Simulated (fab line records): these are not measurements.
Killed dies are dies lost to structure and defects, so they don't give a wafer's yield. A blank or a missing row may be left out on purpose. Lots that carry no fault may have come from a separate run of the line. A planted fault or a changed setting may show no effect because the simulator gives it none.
Which tool did it? | flow gf180mcu | Sampling: 13 lots, 39 wafers, 2 of 602 route steps

WHAT EACH GAUGE READ, for each wafer
GF_HV_LDD_TW_MEAS_50.
lot  | measured     | on            | HV_LDD_4_TW
L350 | day 12 11:44 | film metro-02 | 563.7 562.0 564.2
L351 | day 12 21:50 | film metro-02 | 561.2 564.9 562.0
L354 | day 14 02:50 | film metro-02 | 567.7 563.0 565.4
L355 | day 14 16:26 | film metro-01 | 566.3 567.9 571.1
L358 | day 15 15:28 | film metro-01 | 568.7 571.4 568.0
L360 | day 16 05:38 | film metro-03 | 569.9 568.7 573.6
L361 | day 16 08:24 | film metro-01 | 565.3 564.6 564.3
L363 | day 17 02:56 | film metro-01 | 527.8 529.3 532.0
L365 | day 17 22:05 | film metro-03 | 527.5 531.8 527.8
L368 | day 18 15:34 | film metro-02 | 562.1 561.4 564.3
L370 | day 19 05:56 | film metro-01 | 563.4 566.6 568.7
L371 | day 19 11:56 | film metro-03 | 564.6 566.7 566.5
L373 | day 20 11:35 | film metro-01 | 566.4 565.4 566.3

WHAT TOOL EACH LOT RAN ON (gives the tool, then ch and the chambers of the sampled wafers, and finally the start)
lot  | GF_HV_LDD_IMPLANT_48
L350 | implanter-02 ch 0, day 12 11:30
L351 | implanter-04 ch 0, day 12 21:35
L354 | implanter-03 ch 0, day 14 02:35
L355 | implanter-02 ch 0, day 14 16:11
L358 | implanter-02 ch 0, day 15 15:13
L360 | implanter-04 ch 0, day 16 05:24
L361 | implanter-04 ch 0, day 16 08:11
L363 | implanter-02 ch 0, day 17 02:43
L365 | implanter-02 ch 0, day 17 21:51
L368 | implanter-03 ch 0, day 18 15:19
L370 | implanter-03 ch 0, day 19 05:41
L371 | implanter-03 ch 0, day 19 11:41
L373 | implanter-02 ch 0, day 20 11:21
- GF_HV_LDD_IMPLANT_48

WHAT THE TOOLS THEMSELVES READ (means of the sampled wafers that have a number; where no wafer has one, the mark that the record gives instead)
GF_HV_LDD_IMPLANT_48.
lot  | tool         | beam energy keV | dose ions cm2 | faraday current uA
L350 | implanter-02 | 24.997          | 3e+13         | 169
L351 | implanter-04 | 25.006          | 3e+13         | 169
L354 | implanter-03 | 25.011          | 3e+13         | 167
L355 | implanter-02 | 25.002          | 3e+13         | 165
L358 | implanter-02 | 24.996          | 3e+13         | 168
L360 | implanter-04 | 25.005          | 3e+13         | 172
L361 | implanter-04 | 25.010          | 3e+13         | 168
L363 | implanter-02 | 18.079          | 3e+13         | 171
L365 | implanter-02 | 18.074          | 3e+13         | 170
L368 | implanter-03 | 24.997          | 3e+13         | 171
L370 | implanter-03 | 25.003          | 3e+13         | 171
L371 | implanter-03 | 24.990          | 3e+13         | 169
L373 | implanter-02 | 24.999          | 3e+13         | 167

THE ANSWER, worked out from the rows above alone
Rule: what is usual is taken from the lots themselves. The widest of any qualifying gaps counts: lots, ordered by their means at a reading, are off when they make up no more than a third of the lots, leave a main group of 4 or more, and stand apart from it by 3 or more times the standard deviation of that group's means. Not used: any main group whose means are identical at the precision the tables above print for the reading. Also off: a lot with no number at a reading for which 4 or more lots have one. Any other lot the step has rows for is counted as sound. The gauges are gone through in route order, then the tools' own readings, and for those a lot's mean is taken as printed above. The first step at which some lot is off is used, and at that step the reading that is off furthest; a lot without a number counts as furthest.
Off: L363, L365, at GF_HV_LDD_TW_MEAS_50 (HV_LDD_4_TW). For the main group the mean is 565.9 and the standard deviation 2.5.
If a tool, at a process step before that reading, ran all the lots that are off and no sound lot after the first of them, it fits. The gauges at GF_HV_LDD_TW_MEAS_50 aren't tried: what is off there is off at GF_HV_LDD_IMPLANT_48 too, on other tools, and a gauge's error can't cause that. Of those tried, none fits.

WHAT WAS PUT IN BY THE SIMULATOR
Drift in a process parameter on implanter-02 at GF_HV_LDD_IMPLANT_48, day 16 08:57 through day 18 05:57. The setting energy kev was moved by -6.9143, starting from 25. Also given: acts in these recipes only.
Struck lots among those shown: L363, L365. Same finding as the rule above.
